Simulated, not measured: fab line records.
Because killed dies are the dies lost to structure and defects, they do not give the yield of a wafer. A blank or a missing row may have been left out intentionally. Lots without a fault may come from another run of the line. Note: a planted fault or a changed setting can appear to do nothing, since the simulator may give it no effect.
What tool caused it?    flow gf180mcu    12 lots with 36 wafers sampled at 7 steps, on a route of 602 steps

WHAT THE GAUGES READ, wafer by wafer
GF_HV_LDD_CD_MEAS_07: the cd target is 400 nm. Usual: cdNm reads 400.2 nm (standard deviation 1.7).
lot   measured      on        cdNm (nm)          flag
L889  day 10 07:06  cdSem-01  400.7 401.9 400.7  
L891  day 10 18:26  cdSem-02  400.2 401.3 401.5  
L897  day 12 14:36  cdSem-01  - - -              OFF
L898  day 12 20:46  cdSem-01  - - -              OFF
L899  day 12 23:37  cdSem-01  - - -              OFF
L902  day 14 00:44  cdSem-02  398.3 398.5 399.9  
L903  day 14 07:01  cdSem-02  399.7 400.7 399.1  
L905  day 14 20:04  cdSem-02  402.3 399.5 399.0  
L907  day 15 11:26  cdSem-02  399.1 400.9 398.7  
L908  day 15 23:20  cdSem-01  399.8 402.6 401.2  
L911  day 16 17:07  cdSem-02  400.5 398.2 400.3  
L912  day 17 02:20  cdSem-01  399.3 403.0 401.9  

GF_HV_LDD_TW_MEAS_23. Usual: HV_LDD_2_TW typically reads 1044, with standard deviation 9.
lot   measured      on            HV_LDD_2_TW     flag
L889  day 11 02:02  filmMetro-04  1046 1042 1046  
L891  day 11 13:23  filmMetro-04  1043 1047 1046  
L897  day 13 11:36  filmMetro-03  2398 2403 2395  OFF
L898  day 13 17:50  filmMetro-04  2441 2437 2437  OFF
L899  day 13 20:22  filmMetro-04  2441 2430 2452  OFF
L902  day 14 22:29  filmMetro-03  1031 1031 1034  
L903  day 15 04:45  filmMetro-04  1051 1048 1052  
L905  day 15 17:53  filmMetro-01  1048 1047 1047  
L907  day 16 09:33  filmMetro-01  1047 1052 1053  
L908  day 16 22:35  filmMetro-01  1045 1048 1046  
L911  day 17 16:44  filmMetro-04  1060 1061 1057  
L912  day 18 02:02  filmMetro-01  1047 1043 1045  

GF_HV_LDD_TW_MEAS_38. Usual: HV_LDD_3_TW typically reads 1420, with standard deviation 13.
lot   measured      on            HV_LDD_3_TW     flag
L889  day 11 21:41  filmMetro-03  1400 1409 1416  
L891  day 12 09:05  filmMetro-01  1428 1423 1426  
L897  day 14 09:09  filmMetro-01  2532 2531 2541  OFF
L898  day 14 15:05  filmMetro-04  2549 2532 2535  OFF
L899  day 14 18:23  filmMetro-01  2539 2530 2521  OFF
L902  day 15 20:59  filmMetro-01  1429 1431 1431  
L903  day 16 03:27  filmMetro-01  1426 1429 1434  
L905  day 16 16:59  filmMetro-03  1399 1400 1399  
L907  day 17 08:49  filmMetro-01  1432 1428 1427  
L908  day 17 21:50  filmMetro-03  1398 1392 1408  
L911  day 18 17:01  filmMetro-03  1409 1407 1410  
L912  day 19 02:43  filmMetro-04  1432 1433 1439  

GF_M2_THK_MEAS_06: measures by xrf. Usual: M2_ALCU_THK typically reads 451 nm, with standard deviation 5.5.
lot   measured      on            M2_ALCU_THK (nm)  flag
L889  day 18 13:46  filmMetro-02  445 439 446       
L891  day 19 04:28  filmMetro-02  446 449 452       
L902  day 23 04:17  filmMetro-02  443 452 449       
L903  day 23 12:17  filmMetro-01  454 457 455       
L905  day 24 01:04  filmMetro-02  447 452 444       
L907  day 24 15:53  filmMetro-01  458 454 449       
L908  day 25 03:29  filmMetro-02  461 462 464       
L911  day 25 21:21  filmMetro-01  460 462 458       
L912  day 26 06:08  filmMetro-01  455 456 450       

GF_M2_CD_MEAS_14: the cd target is 280 nm. Usual: cdNm reads 280.4 nm (standard deviation 0.99).
lot   measured      on        cdNm (nm)          flag
L889  day 19 13:46  cdSem-01  280.7 281.2 280.2  
L891  day 20 05:04  cdSem-01  280.2 279.6 280.4  
L902  day 24 03:02  cdSem-02  280.1 279.4 279.0  
L903  day 24 10:17  cdSem-01  280.3 279.9 280.3  
L905  day 24 22:58  cdSem-01  278.7 278.3 278.8  
L907  day 25 13:43  cdSem-01  280.3 281.3 281.4  
L908  day 26 00:55  cdSem-02  279.6 280.2 280.3  
L911  day 26 17:57  cdSem-01  280.7 280.9 280.6  
L912  day 27 02:30  cdSem-02  280.3 278.7 279.3  

WHICH TOOL RAN EACH LOT (tool, then ch and the chambers of the sampled wafers, then the start)
lot   GF_HV_LDD_COAT_02                 GF_CONTACT_SPUTTER_23
L889  lithoTrack-01 ch 0, day 9 22:15   pvdSputter-02, day 16 12:18
L891  lithoTrack-03 ch 0, day 10 09:02  pvdSputter-04, day 17 00:37
L897  lithoTrack-02, day 12 04:43       -
L898  lithoTrack-02, day 12 10:16       -
L899  lithoTrack-01, day 12 13:28       -
L902  lithoTrack-03 ch 0, day 13 14:12  pvdSputter-03, day 21 01:10
L903  lithoTrack-02 ch 0, day 13 20:37  pvdSputter-04, day 21 07:58
L905  lithoTrack-02 ch 0, day 14 09:16  pvdSputter-04, day 21 22:53
L907  lithoTrack-02 ch 0, day 15 00:35  pvdSputter-03, day 22 13:49
L908  lithoTrack-01 ch 0, day 15 12:00  pvdSputter-04, day 23 02:35
L911  lithoTrack-01 ch 0, day 16 06:04  pvdSputter-04, day 23 21:21
L912  lithoTrack-01 ch 0, day 16 15:13  pvdSputter-02, day 24 06:45
- GF_HV_LDD_COAT_02: resist thk 1000 nm.
- GF_CONTACT_SPUTTER_23: material TiN, target thk 10 nm, time 40 s.

WHAT THE TOOLS THEMSELVES READ (means of the sampled wafers that have a number; where no wafer has one, the mark that the record gives instead)
GF_HV_LDD_COAT_02. Usual: chillPlateTempC 22.99 C, standard deviation 0.1; dispensePressureKPa 47.2 kPa, standard deviation 1.2.
lot   tool           chillPlateTempC (C)  dispensePressureKPa (kPa)  flag
L889  lithoTrack-01  23.01                47.9                       
L891  lithoTrack-03  23.02                49.1                       
L897  lithoTrack-02  -                    -                          OFF
L898  lithoTrack-02  -                    -                          OFF
L899  lithoTrack-01  -                    -                          OFF
L902  lithoTrack-03  23.03                49.0                       
L903  lithoTrack-02  23.09                46.0                       
L905  lithoTrack-02  22.92                46.0                       
L907  lithoTrack-02  22.97                45.9                       
L908  lithoTrack-01  22.98                47.9                       
L911  lithoTrack-01  22.90                47.9                       
L912  lithoTrack-01  22.96                47.9                       

GF_CONTACT_SPUTTER_23. Usual: cathodeDcPowerW 4000.0 W, standard deviation 0.73; throttleValvePct 30.0 %, standard deviation 0.62.
lot   tool           cathodeDcPowerW (W)  throttleValvePct (%)  flag
L889  pvdSputter-02  4000.3               30.2                  
L891  pvdSputter-04  4000.1               29.9                  
L902  pvdSputter-03  3999.0               30.1                  
L903  pvdSputter-04  3999.3               30.7                  
L905  pvdSputter-04  3999.7               29.8                  
L907  pvdSputter-03  3999.6               29.8                  
L908  pvdSputter-04  4000.0               30.7                  
L911  pvdSputter-04  3999.8               29.8                  
L912  pvdSputter-02  3999.6               30.4                  

THE ANSWER, worked out from the rows above alone
Rule: lot off if the mean of its wafers having a number is beyond 3 standard deviations from the usual mean. Also off: a lot with no number at a reading for which 4 or more lots have one. All remaining lots with rows at the step are treated as sound. The gauges are gone through in route order, then the tools' own readings, and for those a lot's mean is taken as printed above. At the first step where some lot is off, the reading lying furthest off is the one used; lots without a number count as furthest.
Off, at GF_HV_LDD_CD_MEAS_07 on cdNm: L897, L898, L899. Without a number there: L897, L898, L899.
A tool fits if, at a process step before that reading, it ran every lot that is off, and no sound lot after the first of them. The gauges at GF_HV_LDD_CD_MEAS_07 aren't tried: what is off there is off at GF_HV_LDD_TW_MEAS_23 too, on other tools, and a gauge's error can't cause that. None of those tried fits.

WHAT THE SIMULATOR PUT IN
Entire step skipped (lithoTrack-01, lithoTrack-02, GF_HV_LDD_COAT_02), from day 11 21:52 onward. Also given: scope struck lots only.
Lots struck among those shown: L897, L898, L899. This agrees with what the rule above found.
